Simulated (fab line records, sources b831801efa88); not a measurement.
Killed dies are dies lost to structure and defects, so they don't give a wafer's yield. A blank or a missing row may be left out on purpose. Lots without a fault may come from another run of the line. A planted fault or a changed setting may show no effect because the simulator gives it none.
A struck lot beside a sound one | flow sky130 | 15 steps out of a route of 708
Sound: wafers L480.1, L480.4, L480.6. Struck: wafers L487.1, L487.2, L487.5. The cause comes at the end.
At each step with rows: each side's tool, then ch and its chambers, then its first start. Under that, the readings that differ: sound wafers | struck wafers | difference of the means | sigmas: that difference in standard deviations of wafers without a fault.
alike: readings whose means differ by less than 2 such deviations, and words and numbers that are the same on both sides. not compared: withheld readings, readings that some wafer has no value for, bounds like >300 that may hide the same value, and numbers for which the record gives no deviation and whose values overlap.
The two part at a step that has a row with sigmas, a row that says differs or no value, or rows on one side only. Numbers that don't overlap but have no deviation are shown without sigmas and don't part them. A reading that every wafer of one side lacks parts them only if that side has two wafers or more.

first, 4 steps without rows for these wafers: SKY_VIA2_SOFTBAKE_08 (time 90 s); SKY_VIA2_EXPOSE_09 (exposes mask VIM2, target cd 200 nm); SKY_VIA2_PEB_10; SKY_VIA2_DEVELOP_11 (develop time 61.97 s).
SKY_VIA2_CD_MEAS_12: target cd 200 nm.
  sound on cd_sem-01, day 37 10:25; struck on cd_sem-01, day 39 12:10
  alike: cd_nm
SKY_VIA2_OVL_MEAS_13:
  sound on overlay-02, day 37 10:32; struck on overlay-01, day 39 12:17
  alike: VIA2_OVL
SKY_VIA2_ETCH_14: etches BARC in N2/H2, stops on SiO2, time 45.9 s, target depth 60 nm.
  sound on rie_diel-03 ch 1,2,3, day 37 10:34; struck on rie_diel-02 ch 0,1,3, day 39 12:19
  alike: drypump_motor_current_A, oes_product_au, throttle_valve_pct
  not compared: rf_hours_counter_h
SKY_VIA2_ETCH_15: etches SiO2 in C4F8/O2/Ar, stops on TiN, target depth 546 nm, time 84 s.
  sound on rie_diel-03 ch 1,2,3, day 37 10:37; struck on rie_diel-02 ch 0,1,3, day 39 12:22
  alike: oes_product_au
  not compared: rf_hours_counter_h
SKY_VIA2_STRIP_16: strips in O2/N2.
  sound on plasma_asher-03 ch 0,1, day 37 10:40; struck on plasma_asher-04 ch 0,1, day 39 12:26
  alike: drypump_motor_current_A, oes_product_au, strip_time_to_endpoint_s
  not compared: rf_hours_counter_h
then, 3 steps without rows for these wafers: SKY_VIA2_STRIP_17 (strips in post etch residue remover, time 1200 s); SKY_VIA2_CLEAN_18 (cleans in IPA, time 180 s); SKY_VIA2_CLEAN_19 (cleans in O3/DIW).
SKY_VIA2_SPUTTER_20: material TiN, target thk 20 nm, time 80 s.
  sound on pvd_sputter-01, day 37 11:16; struck on pvd_sputter-01, day 39 13:01
  no value came back on the struck wafers for cathode_dc_power_W (W), chamber_pressure_pa (Pa), throttle_valve_pct (%); on the sound wafers cathode_dc_power_W (W) reads 4000.9 4000.0 4001.0
SKY_VIA2_CVD_21: deposits W, target thk 420 nm, time 126.4 s.
  sound on cvd_w-01 ch 0,1, day 37 11:20; struck on cvd_w-02 ch 0,1, day 39 13:05
  alike: heater_power_outer_w, heater_power_w
  not compared: since_wet_clean_h
-- the record jumps here: 9 days lie between the struck wafers' starts before and after (it left off in module VIA2 and takes up again in module PAD_OPEN, whose first step shown is number 708 of the route) --
SKY_PAD_OPEN_PROBE_99:
  sound on prober-01, day 46 14:21; struck on prober-02, day 48 08:02
  reading                  | sound          | struck         | difference | sigmas
  defect_limited_yield (%) | 83.7 81.9 80.7 | 0 0 0          | -82        | -46
  killed_at_M0_to_M3       | 38 49 56       | 438 433 441    | +390       | +52
  killed_at_contacts       | 22 23 19       | 32 40 24       | +11        | +2
  killed_dies              | 80 89 95       | 492 492 492    | +404       | +45
  killed_on_rim            | 21 16 20       | 96 96 96       | +77        | +20
  sort_bin_5_function (%)  | 11.4 10.4 12.2 | 93.1 91.3 92.1 | +80.8      | +51
  sort_n_pass              | 412 403 397    | 0 0 0          | -404       | -45
  sort_yield_pct (%)       | 83.7 81.9 80.7 | 0 0 0          | -82        | -46
  alike: killed_at_M4_up, killed_at_front_end, killed_at_other, killed_open, killed_short, sort_bin_3_pad_short, sort_bin_6_memory

WHERE THEY PART
First at SKY_VIA2_SPUTTER_20; last, within this record, at SKY_PAD_OPEN_PROBE_99.

WHY: what the simulator had put in
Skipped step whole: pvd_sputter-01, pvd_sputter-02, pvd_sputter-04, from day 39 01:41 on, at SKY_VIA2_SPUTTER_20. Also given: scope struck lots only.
